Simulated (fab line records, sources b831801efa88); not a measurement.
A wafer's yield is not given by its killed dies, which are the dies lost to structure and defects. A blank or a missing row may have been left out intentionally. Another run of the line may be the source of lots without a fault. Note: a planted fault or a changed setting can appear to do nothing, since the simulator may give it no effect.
fab line records    flow sky130
record: lots: 6  wafers: 18  lastDay: 50
route steps=708 shown FIELD_ISO@19 NWELL@32 DNWELL@35 PWDE@45 SALICIDE@361 PAD_OPEN@708
lots with no fault: from the same line, run without faults
startH: start of the lot's first displayed wafer, in hours after the record's first day    waitH: hours since the lot's step before    " unchanged from the row above    L1.1+2: a single row standing in for several wafers    - no value present, or no start provided    * or withheld: withheld    < > ~ a bound
route shown NAME@n: a module of which the file shows steps, and the number in the route of the first    usual: average and standard deviation across the fault-free wafers    same: alike in all rows    chamber/n: place in a boat    sites: per-site readings    _std_site: standard deviation across them    _edge_site: mean of outer sites minus mean of inner sites    radiusMm: for every site, how far away it sits from the centre of the wafer    mask NAME#n: copy n    behind: the last tool/chamber to shape the wafer    hold: cause of the lot's hold/its duration in hours/its outcome    device: the transistor (n, p or np) that didn't switch    end of line: the same wafers' tests at the end of the route    a step with no rows: only its recipe    killed: the dies lost at the first sort to structure and to defects; this is not the yield of the wafer    map: a wafer's dies, x killed, . not, _ none there
set.NAME: the run value of the setting; set.NAME@STEP: its run value at that earlier step    model.NAME: the simulator's own value behind a step, which no gauge read
certain route steps with their lots: each step a table, each wafer a row
services: when a tool's chamber went out of use (startH, in hours from the record's first day, below 0 if earlier), for how many hours, and the reason
== steps ==
step: SKY_FIELD_ISO_WET_ETCH_18
recipe: chemistry: H3PO4  targetDepthNm: 25  tempC: 160  target: Si3N4  timeS: 286
step: SKY_FIELD_ISO_CLEAN_19
recipe: chemistry: SC1/SC2  mix: 1:4:20  tempC: 70  timeS: 150
step: SKY_FIELD_ISO_CLEAN_20
recipe: chemistry: dHF  timeS: 20  dilution: 100:1
step: SKY_FIELD_ISO_WET_ETCH_21
recipe: chemistry: dHF  dilution: 100:1  targetDepthNm: 20  dry: ipaMarangoni  target: SiO2  tempC: 25  timeS: 400
step: SKY_FIELD_ISO_OXIDATION_22
recipe: tempC: 950  ambient: O2  stabiliseS: 600  purgeS: 300  targetThkA: 100  oxTimeS: 623
step: SKY_FIELD_ISO_THK_MEAS_23
recipe: reads: SiO2_of_FIELD_ISO_OXIDATION_22
usual: FIELD_ISO_OXIDATION_01_THK: 9.95/0.18
lot.wafer  tool          chamber  startH  waitH  FIELD_ISO_OXIDATION_01_THK[nm]
L912.1     filmMetro-04  -        57.83   0.0    9.64
L912.3     "             -        "       "      9.73
L912.4     "             -        "       "      9.56
L915.1     filmMetro-02  -        72.15   0.0    9.96
L915.2     "             -        "       "      10.03
L915.3     "             -        "       "      9.91
L919.1     filmMetro-02  -        93.31   0.0    10.02
L919.2     "             -        "       "      9.81
L919.4     "             -        "       "      10.08
L920.1     filmMetro-04  -        99.55   0.0    9.69
L920.4     "             -        "       "      9.43
L920.5     "             -        "       "      9.58
L927.2     filmMetro-04  -        133.95  0.0    9.98
L927.4     "             -        "       "      9.88
L927.5     "             -        "       "      9.89
L930.1     filmMetro-04  -        153.42  0.0    9.90
L930.2     "             -        "       "      10.21
L930.6     "             -        "       "      10.20
step: SKY_FIELD_ISO_CVD_24
recipe: material: SiO2  targetThkNm: 595  tempC: 650  sigmaOpenFrac: 0.3  timeS: 99.2  sih4FlowSccm: 60  pressureMtorr: 5.812
step: SKY_FIELD_ISO_THK_MEAS_25
recipe: reads: SiO2_of_FIELD_ISO_CVD_24
usual: FIELD_ISO_CVD_24_THK: 598/7.9
lot.wafer  tool          chamber  startH  waitH  FIELD_ISO_CVD_24_THK[nm]
L912.1     filmMetro-01  -        57.96   0.0    598
L912.3     "             -        "       "      599
L912.4     "             -        "       "      601
L915.1     filmMetro-01  -        72.28   0.0    597
L915.2     "             -        "       "      598
L915.3     "             -        "       "      598
L919.1     filmMetro-04  -        93.45   0.0    592
L919.2     "             -        "       "      592
L919.4     "             -        "       "      594
L920.1     filmMetro-01  -        99.68   0.0    600
L920.4     "             -        "       "      590
L920.5     "             -        "       "      588
L927.2     filmMetro-01  -        134.08  0.0    597
L927.4     "             -        "       "      593
L927.5     "             -        "       "      590
L930.1     filmMetro-02  -        153.58  0.1    599
L930.2     "             -        "       "      607
L930.6     "             -        "       "      599
step: SKY_FIELD_ISO_ANNEAL_26
recipe: tempC: 1000  timeS: 1800  ambient: N2
step: SKY_FIELD_ISO_CMP_27
recipe: stopOn: Si3N4  tOverpolishS: 16  downForcePsi: 4  platenRpm: 60  targetThkNm: 457.8  padVelocityMS: 0.94248
usual: edgeZonePressureFrac: 1.000/0.0048  motorCurrentA: 12.3/1.3  overpolishRunS: 16.000/0.0089  timeToEndpointS: 112/3.6
lot.wafer  tool    chamber  startH  waitH  edgeZonePressureFrac  motorCurrentA  overpolishRunS  timeToEndpointS
L912.3     cmp-01  3        59.57   0.1    0.996                 13.5           16.000          114
L912.4     "       0        "       "      0.994                 11.8           15.998          112
L912.1     "       1        "       "      0.998                 14.0           16.004          117
L915.3     cmp-01  3        73.84   0.0    0.998                 14.3           16.001          110
L915.1     "       0        "       "      1.009                 11.8           15.995          111
L915.2     "       1        "       "      1.004                 13.0           16.003          115
L919.4     cmp-01  3        95.01   0.0    1.002                 14.0           15.995          111
L919.2     "       0        "       "      1.003                 10.9           15.997          111
L919.1     "       2        "       "      1.001                 11.8           15.987          111
L920.1     cmp-01  2        101.34  0.1    0.999                 12.3           15.994          105
L920.4     "       3        "       "      1.006                 13.5           15.991          107
L920.5     "       1        "       "      0.990                 14.0           15.999          107
L927.4     cmp-02  0        135.63  0.0    1.004                 11.8           15.998          112
L927.2     "       2        "       "      1.008                 12.7           16.007          111
L927.5     "       0        "       "      1.003                 11.2           16.001          111
L930.1     cmp-01  1        155.19  0.1    1.003                 14.1           15.997          116
L930.2     "       3        "       "      0.998                 13.8           16.006          117
L930.6     "       1        "       "      1.006                 13.8           15.997          118
step: SKY_FIELD_ISO_WET_ETCH_28
recipe: chemistry: dHF  targetDepthNm: 23.7  target: SiO2  dilution: 10:1  tempC: 25  timeS: 47
step: SKY_FIELD_ISO_WET_ETCH_29
recipe: chemistry: H3PO4  targetDepthNm: 160  target: Si3N4  tempC: 160  timeS: 1825
step: SKY_FIELD_ISO_WET_ETCH_30
recipe: chemistry: dHF  targetDepthNm: 25  target: SiO2  dilution: 10:1  tempC: 25  timeS: 50
usual: runLengthS: 78.0/2.9
lot.wafer  tool         chamber  startH  waitH  runLengthS  model.SiO2_of_FIELD_ISO_CVD_24.thkNm
L912.1     wetBench-04  2        60.41   0.0    76.6        404.1
L912.3     "            2        "       "      76.6        405.2
L912.4     "            2        "       "      76.6        404.3
L915.1     wetBench-03  0        74.68   0.0    75.6        404.2
L915.2     "            0        "       "      75.6        406.2
L915.3     "            0        "       "      75.6        404.9
L919.1     wetBench-04  2        95.89   0.0    53.3        416.7
L919.2     "            2        "       "      53.3        416.3
L919.4     "            2        "       "      53.3        417.4
L920.1     wetBench-04  2        102.13  0.0    53.2        417.4
L920.4     "            2        "       "      53.2        418
L920.5     "            2        "       "      53.2        419.2
L927.2     wetBench-02  3        136.46  0.0    76.0        403.8
L927.4     "            3        "       "      76.0        403.6
L927.5     "            3        "       "      76.0        404.5
L930.1     wetBench-03  0        156.03  0.0    75.5        404
L930.2     "            0        "       "      75.5        404.3
L930.6     "            0        "       "      75.5        403.8
step: SKY_NWELL_CLEAN_00
recipe: chemistry: SC1/SC2  mix: 1:4:20  tempC: 70  timeS: 150  dry: n2Spin
step: SKY_NWELL_OXIDATION_01
recipe: tempC: 900  ambient: O2  stabiliseS: 600  purgeS: 300  targetThkA: 100  oxTimeS: 1418
step: SKY_NWELL_THK_MEAS_02
recipe: reads: SiO2_of_NWELL_OXIDATION_01
usual: NWELL_OXIDATION_THK: 9.95/0.2
lot.wafer  tool          chamber  startH  waitH  NWELL_OXIDATION_THK[nm]
L912.1     filmMetro-02  -        66.72   0.0    9.67
L912.3     "             -        "       "      9.84
L912.4     "             -        "       "      9.87
L915.1     filmMetro-02  -        77.54   0.0    9.89
L915.2     "             -        "       "      10.05
L915.3     "             -        "       "      10.27
L919.1     filmMetro-02  -        98.03   0.0    10.20
L919.2     "             -        "       "      10.14
L919.4     "             -        "       "      10.00
L920.1     filmMetro-03  -        103.71  0.0    9.96
L920.4     "             -        "       "      9.93
L920.5     "             -        "       "      9.76
L927.2     filmMetro-03  -        138.54  0.0    9.90
L927.4     "             -        "       "      9.85
L927.5     "             -        "       "      9.83
L930.1     filmMetro-01  -        158.78  0.0    9.99
L930.2     "             -        "       "      10.09
L930.6     "             -        "       "      9.95
step: SKY_DNWELL_DEHYDRATE_00
recipe: tempC: 200  timeS: 60
step: SKY_DNWELL_HMDS_01
recipe: primeTimeS: 60  primeTempC: 120
step: SKY_DNWELL_COAT_02
recipe: spinRpm: 2000  resistThkNm: 3000
step: SKY_DNWELL_SOFTBAKE_03
recipe: tempC: 110  timeS: withheld
step: SKY_DNWELL_EXPOSE_04
recipe: maskId: DNM  na: 0.57  targetCdNm: 3000  doseMj: 222
step: SKY_DNWELL_PEB_05
recipe: tempC: 115  timeS: withheld
step: SKY_DNWELL_DEVELOP_06
recipe: wallAngleDeg: 90  developer: TMAH  developTimeS: 60  devTempC: 23
step: SKY_DNWELL_IMPLANT_07
recipe: species: P  energyKev: withheld  doseCm2: withheld  tiltDeg: withheld
step: SKY_DNWELL_STRIP_08
recipe: chemistry: O2/N2  powerW: 1400  pressureMtorr: 1500  platenTempC: withheld  o2FlowSccm: 3000  n2FlowSccm: 300  overashFraction: 0.5
usual: drypumpMotorCurrentA: 5.8/0.42  oesProductAu: 0.722/0.0046  stripTimeToEndpointS: 36.90/0.085
lot.wafer  tool            chamber  startH  waitH  drypumpMotorCurrentA  oesProductAu  rfHoursCounterH  stripTimeToEndpointS
L912.1     plasmaAsher-01  1        83.64   0.1    5.2                   0.717         30               37.08
L912.3     "               0        "       "      5.5                   0.722         -                37.05
L912.4     "               1        "       "      5.2                   0.731         -                37.11
L915.1     plasmaAsher-01  0        95.44   0.1    5.5                   0.726         32               36.89
L915.2     "               1        "       "      5.2                   0.723         32               36.84
L915.3     "               1        "       "      5.2                   0.723         -                36.79
L919.1     plasmaAsher-01  0        116.45  0.2    5.5                   0.718         34               36.92
L919.2     "               1        "       "      5.2                   0.728         34               36.85
L919.4     "               1        "       "      5.2                   0.719         -                36.75
L920.1     plasmaAsher-02  0        121.71  0.1    5.9                   0.715         0                36.96
L920.4     "               1        "       "      5.9                   0.721         -                36.95
L920.5     "               1        "       "      5.9                   0.715         -                36.96
L927.2     plasmaAsher-03  0        158.76  0.1    6.6                   0.724         49               36.98
L927.4     "               0        "       "      6.6                   0.725         -                37.04
L927.5     "               1        "       "      6.0                   0.717         -                36.99
L930.1     plasmaAsher-03  1        179.29  0.1    6.0                   0.724         51               36.96
L930.2     "               0        "       "      6.6                   0.721         51               36.98
L930.6     "               1        "       "      6.0                   0.734         -                36.96
step: SKY_DNWELL_TW_MEAS_09
usual: DNWELL_TW: 1113/13
lot.wafer  tool          chamber  startH  waitH  DNWELL_TW
L912.1     filmMetro-01  -        83.74   0.1    1121
L912.3     "             -        "       "      1116
L912.4     "             -        "       "      1119
L915.1     filmMetro-01  -        95.54   0.1    1124
L915.2     "             -        "       "      1121
L915.3     "             -        "       "      1118
L919.1     filmMetro-03  -        116.55  0.1    1102
L919.2     "             -        "       "      1107
L919.4     "             -        "       "      1105
L920.1     filmMetro-03  -        121.81  0.1    1098
L920.4     "             -        "       "      1101
L920.5     "             -        "       "      1097
L927.2     filmMetro-02  -        158.87  0.1    1128
L927.4     "             -        "       "      1133
L927.5     "             -        "       "      1130
L930.1     filmMetro-02  -        179.39  0.1    1124
L930.2     "             -        "       "      1121
L930.6     "             -        "       "      1122
step: SKY_PWDE_DEHYDRATE_00
recipe: tempC: 200  timeS: 60
step: SKY_PWDE_HMDS_01
recipe: primeTimeS: 60  primeTempC: 120
step: SKY_PWDE_COAT_02
recipe: spinRpm: 2000  resistThkNm: 3000
step: SKY_PWDE_SOFTBAKE_03
recipe: tempC: 110  timeS: withheld
step: SKY_PWDE_EXPOSE_04
recipe: maskId: PWDEM  na: 0.6  sourceShape: conventional  sigmaOuter: 0.6  polarization: unpolarized  targetCdNm: 840  doseMj: 214
step: SKY_PWDE_PEB_05
recipe: tempC: 115  timeS: withheld
step: SKY_PWDE_DEVELOP_06
recipe: wallAngleDeg: 90  developer: TMAH  developTimeS: 60  devTempC: 23
step: SKY_PWDE_OVL_MEAS_07
usual: PWDE_OVL: -0.7/1.4
lot.wafer  tool        chamber  startH  waitH  PWDE_OVL[nm]
L912.1     overlay-02  -        100.05  -      -0.5
L912.3     "           -        "       "      -1.0
L912.4     "           -        "       "      -0.7
L915.1     overlay-02  -        113.75  -      -0.1
L915.2     "           -        "       "      -1.0
L915.3     "           -        "       "      -0.7
L919.1     overlay-02  -        135.41  -      -0.4
L919.2     "           -        "       "      -0.4
L919.4     "           -        "       "      -1.0
L920.1     overlay-02  -        140.41  -      -0.8
L920.4     "           -        "       "      -1.3
L920.5     "           -        "       "      -1.1
L927.2     overlay-02  -        180.07  -      -0.3
L927.4     "           -        "       "      -1.3
L927.5     "           -        "       "      -1.2
L930.1     overlay-02  -        200.96  -      -2.5
L930.2     "           -        "       "      0.2
L930.6     "           -        "       "      -1.3
step: SKY_PWDE_IMPLANT_08
recipe: species: B  energyKev: 150  doseCm2: 3.6e+12  tiltDeg: withheld
step: SKY_PWDE_STRIP_09
recipe: chemistry: O2/N2  powerW: 1400  pressureMtorr: 1500  platenTempC: withheld  o2FlowSccm: 3000  n2FlowSccm: 300  overashFraction: 0.5
usual: drypumpMotorCurrentA: 5.9/0.57  oesProductAu: 0.722/0.0043  stripTimeToEndpointS: 36.89/0.092
lot.wafer  tool            chamber  startH  waitH  drypumpMotorCurrentA  oesProductAu  rfHoursCounterH  stripTimeToEndpointS
L912.1     plasmaAsher-04  1        100.24  0.1    6.4                   0.727         41               36.88
L912.3     "               1        "       "      6.5                   0.723         -                36.94
L912.4     "               0        "       "      5.2                   0.723         -                36.99
L915.1     plasmaAsher-04  1        113.94  0.1    6.4                   0.724         43               37.00
L915.2     "               0        "       "      5.1                   0.724         43               36.97
L915.3     "               1        "       "      6.5                   0.720         -                36.99
L919.1     plasmaAsher-04  0        135.60  0.1    5.1                   0.724         45               36.94
L919.2     "               1        "       "      6.5                   0.729         45               36.85
L919.4     "               0        "       "      5.1                   0.717         -                36.89
L920.1     plasmaAsher-02  1        140.60  0.1    5.9                   0.722         2                36.92
L920.4     "               1        "       "      5.9                   0.714         -                36.92
L920.5     "               0        "       "      5.9                   0.719         -                36.91
L927.2     plasmaAsher-04  1        180.25  0.1    6.4                   0.726         50               36.93
L927.4     "               1        "       "      6.5                   0.720         -                36.91
L927.5     "               0        "       "      5.1                   0.720         -                36.91
L930.1     plasmaAsher-04  1        201.15  0.1    6.5                   0.719         52               36.84
L930.2     "               0        "       "      5.1                   0.721         52               36.91
L930.6     "               1        "       "      6.5                   0.721         -                36.84
step: SKY_PWDE_TW_MEAS_10
usual: PWDE_TW: 374/3.9
lot.wafer  tool          chamber  startH  waitH  PWDE_TW
L912.1     filmMetro-02  -        100.34  0.1    377
L912.3     "             -        "       "      378
L912.4     "             -        "       "      377
L915.1     filmMetro-02  -        114.04  0.1    378
L915.2     "             -        "       "      378
L915.3     "             -        "       "      377
L919.1     filmMetro-01  -        135.70  0.1    377
L919.2     "             -        "       "      378
L919.4     "             -        "       "      379
L920.1     filmMetro-03  -        140.70  0.1    369
L920.4     "             -        "       "      370
L920.5     "             -        "       "      370
L927.2     filmMetro-03  -        180.36  0.1    371
L927.4     "             -        "       "      368
L927.5     "             -        "       "      369
L930.1     filmMetro-02  -        201.25  0.1    374
L930.2     "             -        "       "      374
L930.6     "             -        "       "      376
step: SKY_NWELL_DEHYDRATE_03
recipe: tempC: 200  timeS: 60
step: SKY_NWELL_HMDS_04
recipe: primeTimeS: 60  primeTempC: 120
step: SKY_NWELL_COAT_05
recipe: spinRpm: 2000  resistThkNm: 3000
step: SKY_NWELL_SOFTBAKE_06
recipe: tempC: 110  timeS: withheld
step: SKY_NWELL_EXPOSE_07
recipe: maskId: NWM  na: 0.6  sourceShape: conventional  sigmaOuter: 0.6  polarization: unpolarized  targetCdNm: 840  doseMj: 255
step: SKY_SALICIDE_CLEAN_00
recipe: chemistry: HF-last  timeS: 30  dilution: 100:1  dry: ipaMarangoni
lot.wafer  tool         chamber  startH  waitH  model.SiO2_of_FIELD_ISO_CVD_24.thkNm
L912.1     wetBench-03  0        702.00  0.1    357.7
L912.3     "            0        "       "      359
L912.4     "            0        "       "      357.9
L915.1     wetBench-03  3        714.90  0.1    358.3
L915.2     "            3        "       "      360.3
L915.3     "            3        "       "      359
L920.1     wetBench-01  1        750.30  0.1    370.9
L920.4     "            1        "       "      371.5
L920.5     "            1        "       "      372.6
L919.1     wetBench-01  3        751.86  0.1    370.2
L919.2     "            3        "       "      369.7
L919.4     "            3        "       "      371
L927.2     wetBench-03  2        814.60  0.1    357.4
L927.4     "            2        "       "      357.2
L927.5     "            2        "       "      358.2
L930.1     wetBench-02  1        829.87  0.1    357.5
L930.2     "            1        "       "      357.6
L930.6     "            1        "       "      357.3
step: SKY_PAD_OPEN_PROBE_99
usual: killed_at_M0_to_M3: 43/6.8  killed_at_M4_up: 3.1/1.6  killedAtContacts: 24/5.4  killedAtFrontEnd: 16/4.4  killedAtOther: 0.2/0.48  killedDies: 87/8.8  killedOpen: 48/6.4  killedShort: 39/6.2
same: grossDies: 492  killedAtBackSide: 0
lot.wafer  tool       chamber  startH   waitH  killed_at_M0_to_M3  killed_at_M4_up  killedAtContacts  killedAtFrontEnd  killedAtOther  killedDies  killedOpen  killedShort  model.etest.res_p_drift_20v.lineOhmUm  model.etest.res_p_drift_20v.rsOhmSq  model.etest.pfet_16v.rOnOhmUm  model.etest.capLiToPoly.cAfUm2  model.etest.capPolyToWell.cAfUm2  model.etest.fieldP.vtV  model.etest.fieldN.vtV  model.etest.sramNfetPass.offLog10AUm
L912.1     prober-01  -        1116.41  0.1    47                  6                26                11                0              90          48          42           1.193e+04                              1.004e+04                            1.551e+04                      98.67                           91.26                             -42.28                  36.25                   -12.76
L912.3     prober-01  -        1116.51  0.2    52                  4                20                9                 0              85          56          29           1.138e+04                              9556                                 1.526e+04                      98.55                           91.72                             -41.24                  35.72                   -12.77
L912.4     prober-01  -        1116.56  0.2    44                  1                24                12                1              82          49          33           1.153e+04                              9663                                 1.544e+04                      99.6                            91.26                             -41.24                  35.86                   -12.67
L915.1     prober-01  -        1124.88  0.1    41                  3                29                21                0              94          48          46           1.081e+04                              8905                                 1.578e+04                      98.16                           91.45                             -44.67                  36.35                   -12.72
L915.2     prober-01  -        1124.93  0.1    37                  3                36                19                0              95          50          45           1.047e+04                              8778                                 1.538e+04                      96.55                           89.08                             -44                     36.16                   -12.78
L915.3     prober-01  -        1124.98  0.2    43                  4                22                11                0              80          38          42           1.057e+04                              8663                                 1.541e+04                      98.8                            94.36                             -43.97                  36.11                   -12.65
L919.1     prober-01  -        1149.05  0.1    38                  2                26                17                0              83          43          40           1.222e+04                              1.022e+04                            1.565e+04                      98.39                           90.93                             -43.4                   36.74                   -13.34
L919.2     prober-01  -        1149.10  0.1    46                  4                37                7                 1              95          50          45           1.25e+04                               1.064e+04                            1.591e+04                      101                             87.74                             -44.47                  36.87                   -13.29
L919.4     prober-01  -        1149.20  0.2    52                  5                24                16                0              97          49          48           1.259e+04                              1.059e+04                            1.586e+04                      98.05                           88.46                             -44.5                   37.04                   -13.13
L920.1     prober-02  -        1151.69  0.1    37                  5                22                19                0              83          45          38           1.141e+04                              9436                                 1.539e+04                      102                             89.11                             -43.29                  35.99                   -12.9
L920.4     prober-02  -        1151.84  0.2    45                  5                19                15                1              85          48          37           1.123e+04                              9432                                 1.538e+04                      104                             90.81                             -43.02                  35.85                   -13.32
L920.5     prober-02  -        1151.89  0.2    36                  0                21                10                1              68          37          31           1.153e+04                              9610                                 1.544e+04                      101.7                           90.01                             -43.69                  36.22                   -13.16
L927.2     prober-02  -        1195.30  0.1    52                  1                19                23                0              95          47          48           1.176e+04                              9855                                 1.558e+04                      97.23                           90.5                              -44.62                  35.94                   -12.63
L927.4     prober-02  -        1195.40  0.2    48                  1                24                17                0              90          58          32           1.169e+04                              9815                                 1.55e+04                       97.67                           91.06                             -44.45                  35.81                   -12.73
L927.5     prober-02  -        1195.45  0.2    45                  5                21                23                0              94          46          48           1.164e+04                              9641                                 1.562e+04                      99.72                           91.7                              -44.1                   35.8                    -12.88
L930.1     prober-02  -        1202.14  0.1    34                  7                27                17                0              85          41          44           1.178e+04                              9877                                 1.535e+04                      98.34                           90.78                             -41.65                  35.91                   -12.66
L930.2     prober-02  -        1202.19  0.1    44                  4                24                15                0              87          48          39           1.146e+04                              9573                                 1.506e+04                      94.79                           94.29                             -40.59                  35.34                   -12.59
L930.6     prober-02  -        1202.39  0.2    42                  3                22                17                1              85          45          40           1.151e+04                              9445                                 1.499e+04                      96.71                           93.2                              -40.72                  35.33                   -12.7
killed by level:class
L912.1 VIA1:geometricParticle:open=12 CONTACT:geometricParticle:open=10 LI_CONTACT:geometricParticle:open=7 POLY_GATE:geometricParticle:short=6 VIA2:geometricParticle:open=6 METAL4:geometricParticle:short=5 VIA2:geometricParticle:short=4 LI_CONTACT:geometricParticle:short=4
L912.3 VIA1:geometricParticle:open=20 CONTACT:geometricParticle:open=7 VIA3:geometricParticle:open=6 LI_CONTACT:geometricParticle:open=6 METAL1:geometricParticle:short=5 VIA2:geometricParticle:open=4 METAL4:geometricParticle:short=4 FIELD_ISO:geometricParticle:open=3
L912.4 VIA1:geometricParticle:open=12 LI_CONTACT:geometricParticle:open=8 METAL2:geometricParticle:short=7 CONTACT:geometricParticle:open=7 POLY_GATE:geometricParticle:open=5 VIA1:geometricParticle:short=5 VIA2:geometricParticle:open=5 VIA3:geometricParticle:open=5
L915.1 CONTACT:geometricParticle:open=9 VIA1:geometricParticle:open=9 POLY_GATE:geometricParticle:open=8 LOCAL_INTERCONNECT:geometricParticle:short=8 METAL1:geometricParticle:short=8 VIA2:geometricParticle:open=7 CONTACT:geometricParticle:short=6 VIA3:geometricParticle:open=6
L915.2 VIA1:geometricParticle:open=15 CONTACT:geometricParticle:open=10 CONTACT:geometricParticle:short=9 LOCAL_INTERCONNECT:geometricParticle:short=7 VIA2:geometricParticle:open=7 FIELD_ISO:geometricParticle:short=6 POLY_GATE:geometricParticle:short=5 LI_CONTACT:geometricParticle:open=5
L915.3 METAL1:geometricParticle:short=10 VIA3:geometricParticle:open=8 CONTACT:geometricParticle:open=6 LOCAL_INTERCONNECT:geometricParticle:short=5 VIA1:geometricParticle:open=5 FIELD_ISO:geometricParticle:short=4 LI_CONTACT:geometricParticle:open=4 CONTACT:geometricParticle:short=4
L919.1 LI_CONTACT:geometricParticle:open=12 METAL1:geometricParticle:short=7 CONTACT:geometricParticle:open=7 VIA1:geometricParticle:open=7 CONTACT:geometricParticle:short=5 VIA3:geometricParticle:short=5 FIELD_ISO:geometricParticle:short=4 POLY_GATE:geometricParticle:short=4
L919.2 VIA1:geometricParticle:open=13 CONTACT:geometricParticle:open=11 LI_CONTACT:geometricParticle:open=8 CONTACT:geometricParticle:short=8 LI_CONTACT:geometricParticle:short=7 METAL2:geometricParticle:short=6 VIA3:geometricParticle:open=6 METAL1:geometricParticle:short=5
L919.4 VIA1:geometricParticle:open=11 CONTACT:geometricParticle:open=9 METAL1:geometricParticle:short=7 VIA2:geometricParticle:short=7 VIA2:geometricParticle:open=7 VIA3:geometricParticle:open=6 FIELD_ISO:geometricParticle:short=5 CONTACT:geometricParticle:short=5
L920.1 CONTACT:geometricParticle:open=12 VIA1:geometricParticle:open=8 VIA2:geometricParticle:open=7 POLY_GATE:geometricParticle:open=4 POLY_GATE:geometricParticle:short=4 SPACER:geometricParticle:short=4 LI_CONTACT:geometricParticle:open=4 METAL2:geometricParticle:short=4
L920.4 VIA1:geometricParticle:open=12 CONTACT:geometricParticle:open=10 METAL2:geometricParticle:short=6 VIA2:geometricParticle:open=6 VIA3:geometricParticle:open=5 POLY_GATE:geometricParticle:short=4 POLY_GATE:geometricParticle:open=4 VIA1:geometricParticle:short=4
L920.5 CONTACT:geometricParticle:open=9 LI_CONTACT:geometricParticle:open=7 VIA3:geometricParticle:open=7 VIA1:geometricParticle:short=6 METAL2:geometricParticle:short=5 VIA2:geometricParticle:open=4 VIA1:geometricParticle:open=4 FIELD_ISO:geometricParticle:short=3
L927.2 VIA1:geometricParticle:open=9 METAL2:geometricParticle:short=9 LI_CONTACT:geometricParticle:open=7 VIA1:geometricParticle:short=7 VIA3:geometricParticle:open=6 POLY_GATE:geometricParticle:short=5 POLY_GATE:geometricParticle:open=5 CONTACT:geometricParticle:open=5
L927.4 VIA1:geometricParticle:open=15 VIA3:geometricParticle:open=12 LI_CONTACT:geometricParticle:open=11 CONTACT:geometricParticle:open=9 METAL1:geometricParticle:short=6 FIELD_ISO:geometricParticle:open=5 FIELD_ISO:geometricParticle:short=5 POLY_GATE:geometricParticle:short=4
L927.5 VIA1:geometricParticle:open=15 METAL2:geometricParticle:short=8 POLY_GATE:geometricParticle:short=7 FIELD_ISO:geometricParticle:open=6 CONTACT:geometricParticle:open=6 FIELD_ISO:geometricParticle:short=5 VIA1:geometricParticle:short=5 CONTACT:geometricParticle:short=5
L930.1 LI_CONTACT:geometricParticle:open=7 CONTACT:geometricParticle:open=7 VIA1:geometricParticle:open=6 METAL2:geometricParticle:short=6 POLY_GATE:geometricParticle:short=5 LI_CONTACT:geometricParticle:short=5 CONTACT:geometricParticle:short=5 METAL1:geometricParticle:short=5
L930.2 CONTACT:geometricParticle:open=11 VIA1:geometricParticle:open=10 METAL1:geometricParticle:short=6 VIA2:geometricParticle:open=6 VIA3:geometricParticle:open=5 LI_CONTACT:geometricParticle:short=4 CONTACT:geometricParticle:short=4 VIA1:geometricParticle:short=4
L930.6 METAL2:geometricParticle:short=11 VIA1:geometricParticle:open=9 LI_CONTACT:geometricParticle:open=8 CONTACT:geometricParticle:open=8 FIELD_ISO:geometricParticle:open=7 METAL1:geometricParticle:short=6 FIELD_ISO:geometricParticle:short=5 VIA1:geometricParticle:short=4
== services ==
tool            chamber  startH  hours  kind
wetBench-03     -        45.64   15.0   repair
plasmaAsher-04  -        84.45   1.4    repair
cmp-01          -        126.18  0.7    repair
plasmaAsher-04  -        131.09  0.3    repair
cmp-01          -        141.00  4.5    pm
plasmaAsher-04  -        201.56  1.4    repair
plasmaAsher-04  -        205.25  5.7    repair
cmp-01          -        232.09  4.0    pm
cmp-01          -        347.45  9.8    pm
cmp-01          -        406.11  0.2    repair
cmp-01          -        453.22  0.3    repair
cmp-01          -        510.00  4.6    pm
cmp-01          -        541.01  1.6    repair
plasmaAsher-04  -        563.14  1.4    repair
cmp-01          -        572.11  4.0    pm
wetBench-03     -        573.67  3.3    repair
plasmaAsher-04  -        613.84  0.6    repair
wetBench-03     -        617.46  4.0    repair
cmp-01          -        618.29  2.8    repair
cmp-01          -        720.61  3.9    repair
plasmaAsher-04  -        733.75  9.0    pm
wetBench-03     -        748.49  1.9    pm
plasmaAsher-04  -        758.64  0.5    repair
plasmaAsher-04  -        817.74  1.2    repair
== key ==
firstSign: step: SKY_FIELD_ISO_WET_ETCH_30  reading: runLengthS  direction: down  sigmas: 8.5  usual: *  struck: *
effect none on later readings
modelEffect: step: SKY_FIELD_ISO_WET_ETCH_30  value: SiO2_of_FIELD_ISO_CVD_24.thkNm  without: 404.3  struck: 417.5
modelEffect: step: SKY_SALICIDE_CLEAN_00  value: SiO2_of_FIELD_ISO_CVD_24.thkNm  without: 357.8  struck: 371
modelEffect: step: SKY_PAD_OPEN_PROBE_99  value: etest.res_p_drift_20v.lineOhmUm  without: 1.095e+04  struck: 1.191e+04
metAt SKY_FIELD_ISO_WET_ETCH_30
struckWafers L919.1,L919.2,L919.4,L920.1,L920.4,L920.5
testerLeftOut L919,L920
onsetBetween 60.41 95.89
fault: kind: processParameterDrift  tool: wetBench-04  chamber: -  onsetH: 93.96  steps: SKY_FIELD_ISO_WET_ETCH_30  channel: timeS  offset: *  shape: step  endH: 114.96  actsIn: *  stated: *
testerLeftOut: of these lots the tester's yield and bins aren't shown, on N5 and GAA mostly nor the transistor test; their killed dies are dies lost to structure and defects alone, not to doping, threshold or leakage, so they don't give the yield
